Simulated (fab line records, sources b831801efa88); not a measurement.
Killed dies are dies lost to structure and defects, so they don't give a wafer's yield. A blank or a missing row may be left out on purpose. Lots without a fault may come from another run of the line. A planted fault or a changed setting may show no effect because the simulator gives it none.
fab line records | flow gf180mcu
record lots=6 wafers=18 last_day=34
route steps=602 shown TOP_METAL@577 PASSIVATION@587
lots that met no fault: from a run of the same line without faults
start_h: hours from the record's first day to the start of the lot's first wafer shown | wait_h: hours since the lot's step before | " the same as in the row above | L1.1+2: a row that stands for several wafers | - no value, or no start given | * or withheld: withheld | < > ~ a bound
route shown NAME@n: a module of which the file shows steps, and the number in the route of the first | usual: mean/standard deviation of fault-free wafers | same: alike in all rows | chamber/n: place in a boat | sites: the reading at each site | _std_site: their standard deviation | _edge_site: outer sites' mean less inner sites' | radius_mm: how far each site lies from the wafer's centre | mask NAME#n: copy n | behind: the tool/chamber that last shaped the wafer | hold: why the lot was held/for how many hours/how that ended | device: the transistor (n, p or np) that didn't switch | end of line: the same wafers' tests at the end of the route | a step without rows: its recipe alone | killed: dies lost to structure and defects at the first sort, not the wafer's yield | map: a wafer's dies, x killed, . not, _ none there
set.NAME: the setting as run; set.NAME@STEP: as run at that earlier step | model.NAME: the simulator's own value behind a step, which no gauge read
lots at some steps of the route; a table a step, a row a wafer
services: from which hour (start_h, from the record's first day; less than 0 if before it) a tool's chamber was out of use, for how many hours, and why
## steps
# step GF_TOP_METAL_SOFTBAKE_10
# recipe temp_c=90 time_s=60 resist=NOVOLAK
# step GF_TOP_METAL_EXPOSE_11
# recipe mask_id=MetalTop target_cd_nm=440 na=0.6 source_shape=conventional sigma_outer=0.6 dose_mj=170
# step GF_TOP_METAL_PEB_12
# recipe temp_c=withheld time_s=* resist=NOVOLAK
# step GF_TOP_METAL_DEVELOP_13
# recipe develop_time_s=61.4 dev_temp_c=23
# step GF_TOP_METAL_CD_MEAS_14
# recipe target_cd_nm=440
# usual cd_nm=440.4/2
# columns lot.wafer tool chamber start_h wait_h cd_nm
L427.1 cd_sem-01 - 654.89 0.2 440.0
L427.2 " - " " 439.6
L427.3 " - " " 439.7
L435.1 cd_sem-02 - 713.75 0.1 441.7
L435.2 " - " " 440.8
L435.4 " - " " 443.0
L436.1 cd_sem-02 - 717.39 0.1 439.0
L436.3 " - " " 438.0
L436.6 " - " " 438.5
L440.1 cd_sem-01 - 750.27 0.1 440.6
L440.4 " - " " 438.2
L440.5 " - " " 439.7
L445.3 cd_sem-02 - 778.48 0.1 440.5
L445.4 " - " " 440.6
L445.5 " - " " 440.6
L447.2 cd_sem-02 - 786.11 0.1 437.9
L447.5 " - " " 436.3
L447.6 " - " " 436.0
# step GF_TOP_METAL_OVL_MEAS_15
# usual TOP_METAL_OVL=-0.9/1.5
# columns lot.wafer tool chamber start_h wait_h TOP_METAL_OVL[nm]
L427.1 overlay-01 - 655.01 0.1 0.4
L427.2 " - " " 0.3
L427.3 " - " " 0.1
L435.1 overlay-02 - 713.87 0.1 -1.1
L435.2 " - " " -0.2
L435.4 " - " " 0.0
L436.1 overlay-02 - 717.51 0.1 0.6
L436.3 " - " " -1.5
L436.6 " - " " 0.1
L440.1 overlay-01 - 750.39 0.1 -1.0
L440.4 " - " " 1.0
L440.5 " - " " 0.2
L445.3 overlay-01 - 778.57 0.1 -2.4
L445.4 " - " " -2.0
L445.5 " - " " -1.1
L447.2 overlay-01 - 786.21 0.1 0.1
L447.5 " - " " -1.8
L447.6 " - " " 0.5
# step GF_TOP_METAL_METAL_ETCH_16
# recipe chemistry=Cl2/BCl3 mask_material=NOVOLAK target_depth_nm=1077.5 stop_on=SiO2 pressure_mtorr=8 icp_w=800 bias_w=140 Cl2_flow_sccm=80 bcl3_flow_sccm=40 time_s=179.6
# usual drypump_motor_current_A=5.76/0.23 oes_product_au=0.965/0.0069 throttle_valve_pct=28.258/0.01
# columns lot.wafer tool chamber start_h wait_h drypump_motor_current_A oes_product_au rf_hours_counter_h throttle_valve_pct
L427.1 rie_metal-02 0 655.04 0.0 5.74 0.968 12 28.249
L427.2 " 1 " " 5.66 0.966 12 28.255
L427.3 " 1 " " 5.66 0.977 - 28.262
L435.1 rie_metal-02 0 713.91 0.0 5.75 0.948 16 28.281
L435.2 " 0 " " 5.74 0.963 - 28.264
L435.4 " 0 " " 5.76 0.964 - 28.275
L436.1 rie_metal-04 1 717.54 0.0 5.69 0.970 0 28.257
L436.3 " 1 " " 5.65 0.976 - 28.262
L436.6 " 0 " " 5.85 0.965 - 28.259
L440.1 rie_metal-02 0 750.42 0.0 5.73 0.973 20 28.245
L440.4 " 0 " " 5.74 0.962 - 28.280
L440.5 " 0 " " 5.73 0.968 - 28.257
L445.3 rie_metal-04 1 778.65 0.1 5.65 0.962 - 28.265
L445.4 " 0 " " 5.87 0.962 - 28.265
L445.5 " 1 " " 5.66 0.953 - 28.259
L447.2 rie_metal-02 0 786.30 0.1 5.73 0.969 - 28.253
L447.5 " 0 " " 5.73 0.982 - 28.234
L447.6 " 0 " " 5.73 0.980 - 28.240
# step GF_TOP_METAL_STRIP_17
# recipe chemistry=O2/N2 power_w=1400 pressure_mtorr=1500 platen_temp_c=250 o2_flow_sccm=3000 n2_flow_sccm=300 overash_fraction=0.5
# usual drypump_motor_current_A=5.7/0.31 heater_power_w=344/31 o2_flow_sccm=2999/8.4 oes_product_au=0.711/0.0043 strip_time_to_endpoint_s=13.47/0.06
# columns lot.wafer tool chamber start_h wait_h drypump_motor_current_A heater_power_w o2_flow_sccm oes_product_au rf_hours_counter_h strip_time_to_endpoint_s
L427.1 plasma_asher-02 1 655.28 0.2 5.6 414 2990 0.712 24 13.43
L427.2 " 0 " " 6.1 332 3005 0.715 24 13.46
L427.3 " 1 " " 5.6 402 2996 0.709 - 13.48
L435.1 plasma_asher-02 1 714.26 0.3 5.6 425 3013 0.706 30 13.40
L435.2 " 0 " " 6.1 341 2985 0.706 30 13.43
L435.4 " 1 " " 5.6 408 3013 0.708 - 13.46
L436.1 plasma_asher-01 1 717.72 0.1 5.4 311 3016 0.705 94 13.50
L436.3 " 1 " " 5.4 294 2989 0.713 - 13.56
L436.6 " 1 " " 5.4 313 3002 0.715 - 13.53
L440.1 plasma_asher-02 0 750.77 0.3 6.0 333 2988 0.712 33 13.50
L440.4 " 0 " " 6.0 340 2996 0.705 - 13.52
L440.5 " 1 " " 5.6 408 3005 0.711 - 13.48
L445.3 plasma_asher-04 1 778.80 0.1 6.1 327 2982 0.706 - 13.45
L445.4 " 0 " " 5.9 339 2995 0.718 - 13.44
L445.5 " 0 " " 5.9 338 3006 0.719 - 13.49
L447.2 plasma_asher-04 0 786.59 0.2 5.9 339 3008 0.713 5 13.42
L447.5 " 0 " " 5.9 332 3006 0.719 - 13.40
L447.6 " 1 " " 6.1 329 2995 0.715 - 13.35
# step GF_TOP_METAL_STRIP_18
# recipe chemistry=post_etch_residue_remover time_s=1200 temp_c=72.5
# step GF_TOP_METAL_CLEAN_19
# recipe chemistry=DIW dry=n2_spin
# step GF_PASSIVATION_CVD_00
# recipe material=SiO2 target_thk_nm=1000 precursor=TEOS temp_c=400 time_s=111.95 rf_w=600
# usual heater_power_outer_w=353/62 heater_power_w=628/94 susceptor_temp_C=400.01/0.21
# columns lot.wafer tool chamber start_h wait_h heater_power_outer_w heater_power_w susceptor_temp_C
L427.1 pecvd-02 2 655.82 0.0 280 542 399.99
L427.2 " 1 " " 329 534 399.80
L427.3 " 0 " " 388 652 400.15
L435.1 pecvd-03 1 714.79 0.0 462 781 399.50
L435.2 " 2 " " 291 584 399.91
L435.4 " 0 " " 402 729 399.89
L436.1 pecvd-03 1 718.25 0.0 465 772 399.80
L436.3 " 2 " " 327 622 400.07
L436.6 " 1 " " 349 639 399.97
L440.1 pecvd-02 1 751.31 0.0 358 602 400.41
L440.4 " 1 " " 387 630 400.25
L440.5 " 0 " " 375 623 399.96
L445.3 pecvd-01 2 779.30 0.0 303 555 400.38
L445.4 " 0 " " 400 611 399.50
L445.5 " 2 " " 355 632 400.26
L447.2 pecvd-02 0 787.12 0.0 347 596 400.45
L447.5 " 1 " " 376 607 399.95
L447.6 " 0 " " 386 627 400.18
# step GF_PASSIVATION_THK_MEAS_01
# recipe reads=SiO2_of_PASSIVATION_CVD_00
# usual PASSIVATION_CVD_00_THK=999/11
# columns lot.wafer tool chamber start_h wait_h PASSIVATION_CVD_00_THK[nm]
L427.1 film_metro-01 - 655.90 0.0 992
L427.2 " - " " 992
L427.3 " - " " 995
L435.1 film_metro-02 - 714.87 0.0 985
L435.2 " - " " 984
L435.4 " - " " 1008
L436.1 film_metro-02 - 718.33 0.0 994
L436.3 " - " " 984
L436.6 " - " " 1008
L440.1 film_metro-04 - 751.39 0.0 1003
L440.4 " - " " 1012
L440.5 " - " " 1012
L445.3 film_metro-02 - 779.40 0.1 998
L445.4 " - " " 1012
L445.5 " - " " 1008
L447.2 film_metro-04 - 787.21 0.0 995
L447.5 " - " " 1015
L447.6 " - " " 1012
# step GF_PASSIVATION_CVD_02
# recipe material=Si3N4 target_thk_nm=700 time_s=486.18 temp_c=400 rf_w=450
# usual heater_power_outer_w=397/62 heater_power_w=692/93 susceptor_temp_C=400.01/0.22
# columns lot.wafer tool chamber start_h wait_h heater_power_outer_w heater_power_w susceptor_temp_C
L427.1 pecvd-03 2 655.96 0.1 408 709 399.68
L427.2 " 0 " " 398 714 400.13
L427.3 " 1 " " 464 780 400.64
L435.1 pecvd-02 1 714.93 0.1 - - -
L435.2 " 2 " " - - -
L435.4 " 2 " " - - -
L436.1 pecvd-01 1 718.39 0.1 - - -
L436.3 " 2 " " - - -
L436.6 " 1 " " - - -
L440.1 pecvd-03 1 751.45 0.1 401 709 399.58
L440.4 " 1 " " 435 732 399.73
L440.5 " 0 " " 335 660 399.86
L445.3 pecvd-02 0 779.44 0.0 343 581 399.79
L445.4 " 2 " " 311 578 399.96
L445.5 " 1 " " 417 697 400.42
L447.2 pecvd-01 1 787.26 0.0 502 910 399.97
L447.5 " 0 " " 447 653 400.12
L447.6 " 2 " " 404 702 400.02
# step GF_PASSIVATION_DEHYDRATE_04
# recipe temp_c=200 time_s=60
# step GF_PASSIVATION_HMDS_05
# recipe prime_time_s=60 prime_temp_c=120
# step GF_PASSIVATION_COAT_06
# recipe spin_rpm=2000 resist_thk_nm=4000
# step GF_PASSIVATION_SOFTBAKE_07
# recipe temp_c=110 time_s=withheld
# step GF_PASSIVATION_EXPOSE_08
# recipe mask_id=Pad target_cd_nm=40000 na=0.57 dose_mj=310
# step GF_PASSIVATION_PEB_09
# recipe temp_c=115 time_s=withheld
# step GF_PASSIVATION_DEVELOP_10
# recipe develop_time_s=60 dev_temp_c=23
# step GF_PASSIVATION_ETCH_11
# recipe chemistry=CF4/O2 target_depth_nm=1800 stop_on=TiN source_w=800 bias_w=150 pressure_mtorr=150 cf4_flow_sccm=80 O2_flow_sccm=10 time_s=400
# usual drypump_motor_current_A=6.1/0.55 oes_product_au=0.962/0.0074 throttle_valve_pct=5.961/0.0094
# columns lot.wafer tool chamber start_h wait_h drypump_motor_current_A oes_product_au rf_hours_counter_h throttle_valve_pct model.etch.depth_nm model.PASSIVATION.feature_depth_nm
L427.1 rie_diel-03 2 674.10 - 5.5 0.960 5 5.965 1690 1690
L427.2 " 3 " " 5.3 0.955 5 5.947 1686 1686
L427.3 " 1 " " 6.6 0.958 45 5.974 1690 1690
L435.1 rie_diel-04 0 732.70 - 6.4 0.988 11 5.969 1800 1800
L435.2 " 3 " " 5.1 0.990 10 5.973 1791 1791
L435.4 " 1 " " 5.8 0.996 10 5.964 1794 1794
L436.1 rie_diel-04 3 736.05 - 5.1 0.982 10 5.972 1782 1782
L436.3 " 0 " " 6.5 0.981 11 5.979 1800 1800
L436.6 " 3 " " 5.1 0.991 - 5.961 1788 1788
L440.1 rie_diel-03 2 767.80 - 5.5 0.967 9 5.958 1707 1707
L440.4 " 3 " " 5.3 0.970 - 5.978 1717 1717
L440.5 " 2 " " 5.5 0.967 - 5.953 1722 1722
L445.3 rie_diel-01 2 794.88 - 6.8 0.954 44 5.965 1687 1687
L445.4 " 1 " " 6.2 0.967 - 5.970 1712 1712
L445.5 " 3 " " 6.4 0.975 - 5.961 1716 1716
L447.2 rie_diel-04 0 802.25 - 6.4 0.956 15 5.939 1704 1704
L447.5 " 0 " " 6.4 0.962 - 5.956 1728 1728
L447.6 " 1 " " 5.8 0.973 - 5.958 1733 1733
# step GF_PASSIVATION_STRIP_12
# recipe chemistry=O2/N2 power_w=1400 pressure_mtorr=1500 platen_temp_c=250 o2_flow_sccm=3000 n2_flow_sccm=300 overash_fraction=0.5
# usual drypump_motor_current_A=5.6/0.36 heater_power_w=369/35 o2_flow_sccm=3000/8.3 oes_product_au=0.719/0.0047 strip_time_to_endpoint_s=34.74/0.17
# columns lot.wafer tool chamber start_h wait_h drypump_motor_current_A heater_power_w o2_flow_sccm oes_product_au rf_hours_counter_h strip_time_to_endpoint_s
L427.1 plasma_asher-01 1 674.34 0.1 5.4 322 3009 0.717 89 34.67
L427.2 " 0 " " 5.3 364 3001 0.716 89 34.68
L427.3 " 1 " " 5.4 318 3005 0.718 - 34.89
L435.1 plasma_asher-03 0 732.94 0.1 5.0 397 2998 0.716 62 34.66
L435.2 " 1 " " 5.9 353 3005 0.714 62 34.81
L435.4 " 0 " " 5.0 394 3001 0.716 - 34.74
L436.1 plasma_asher-03 0 736.29 0.1 5.1 402 2997 0.713 63 34.57
L436.3 " 1 " " 6.0 358 3001 0.716 - 34.56
L436.6 " 0 " " 5.1 405 3006 0.711 - 34.70
L440.1 plasma_asher-01 1 768.04 0.1 5.4 306 2999 0.716 99 34.78
L440.4 " 1 " " 5.4 309 3008 0.718 - 34.77
L440.5 " 0 " " 5.3 365 3004 0.723 - 34.70
L445.3 plasma_asher-02 1 795.15 0.2 5.6 411 3011 0.725 - 34.47
L445.4 " 0 " " 6.1 336 2998 0.719 - 34.83
L445.5 " 0 " " 6.0 342 2998 0.722 - 34.69
L447.2 plasma_asher-02 0 802.49 0.1 6.1 339 2995 0.717 39 34.60
L447.5 " 1 " " 5.6 430 3006 0.715 - 34.59
L447.6 " 0 " " 6.1 332 2990 0.725 - 34.71
## services
# columns tool chamber start_h hours kind
plasma_asher-02 - 634.87 2.8 pm
rie_diel-03 0 641.99 - clean
rie_diel-03 0 641.99 21.3 scheduled_down
rie_diel-03 0 641.99 21.3 vent_cycle
pecvd-02 - 658.08 14.6 pm
rie_metal-04 - 671.87 4.3 pm
pecvd-01 0 676.62 8.5 repair
rie_metal-02 - 702.60 0.8 repair
plasma_asher-02 - 714.84 14.6 pm
rie_diel-04 0 719.48 9.4 repair
rie_metal-04 1 723.80 13.1 repair
plasma_asher-04 - 733.75 9.0 pm
pecvd-01 2 743.50 4.2 repair
rie_diel-03 2 745.36 5.4 repair
rie_diel-01 0 748.34 3.3 repair
pecvd-01 1 749.25 4.0 repair
plasma_asher-01 - 752.93 7.2 repair
rie_diel-03 2 774.28 16.2 repair
rie_diel-01 0 777.81 25.3 repair
rie_diel-01 1 788.18 5.4 repair
pecvd-02 - 799.38 14.0 pm
pecvd-02 0 799.38 14.0 vent_cycle
pecvd-02 1 799.38 14.0 vent_cycle
pecvd-02 2 799.38 14.0 vent_cycle
## key
first_sign step=GF_PASSIVATION_CVD_02 reading=tool_record direction=missing
effect step=GF_PASSIVATION_ETCH_11 reading=oes_product_au direction=up sigmas=3.5 usual=0.962 struck=0.988
model_effect step=GF_PASSIVATION_ETCH_11 value=etch.depth_nm without=1691 struck=1793
met_at GF_PASSIVATION_CVD_02
struck_wafers L435.1,L435.2,L435.4,L436.1,L436.3,L436.6
later_rows_left_out L435.1,L435.2,L435.4,L436.1,L436.3,L436.6
sort_left_out L435.1,L435.2,L435.4,L436.1,L436.3,L436.6
fault kind=skipped_step_whole tool=pecvd-01,pecvd-02 chamber=- onset_h=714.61 steps=GF_PASSIVATION_CVD_02 scope=struck_lots_only
# sort_left_out: the simulated sort isn't trusted on such a fault, so these wafers' sort isn't shown, and their yield isn't known
# later_rows_left_out: the simulator's readings of these wafers behind a module that went badly wrong aren't trusted and aren't shown, but for the sort
